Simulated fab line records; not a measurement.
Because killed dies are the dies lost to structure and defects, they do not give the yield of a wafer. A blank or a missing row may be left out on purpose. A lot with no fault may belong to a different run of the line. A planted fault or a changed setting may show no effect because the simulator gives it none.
Matching of chambers | flow gf180mcu | GF_V5_CVD_02 on pecvd-03: 3 sister chambers
The step deposits SiO2 from TEOS, target thk 1450 nm, time 163.28 s. 3 wafers are shown with their chamber, then 8 later ones without.

## WAFERS, EACH WITH ITS CHAMBER
wafer  | chamber | rf_fwd_power_W (W)
L875.1 | 2       | 597.8
L875.6 | 1       | 600.4
L876.1 | 0       | 595.9

## WAFERS WITHOUT THEIR CHAMBER
wafer  | rf_fwd_power_W (W)
L876.2 | 594.6
L876.4 | 596.1
L881.1 | 595.1
L881.3 | 601.2
L881.6 | 598.6
L885.2 | 597.3
L885.3 | 602.4
L885.5 | 595.8

## WHICH CHAMBER EACH WENT THROUGH
wafer  | from the rows above          | in truth
L876.2 | can't be placed: 0 or 2      | 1
L876.4 | can't be placed: 0 or 2      | 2
L881.1 | can't be placed: 0 or 2      | 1
L881.3 | 1                            | 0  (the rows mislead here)
L881.6 | can't be placed: 2 or 1 or 0 | 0
L885.2 | can't be placed: 2 or 0      | 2
L885.3 | 1                            | 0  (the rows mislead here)
L885.5 | can't be placed: 0 or 2      | 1
0 of 8 placed correctly. Can't be placed from these rows: 6 (the true chamber is among the candidates in 3). Placed wrongly: 2.
How it was worked out, from the rows above alone: a wafer's distance from a chamber is the root of the sum, over the readings, of the square of ((its reading less the chamber's mean) divided by the reading's scatter). The wafer belongs to the nearest chamber; if the next one is less than 2 further off, it can't be placed. For every chamber, the mean is computed from those of its wafers that are shown. The scatter: root of mean squared gap, hidden wafer to nearest shown wafer, with one shown wafer a chamber.
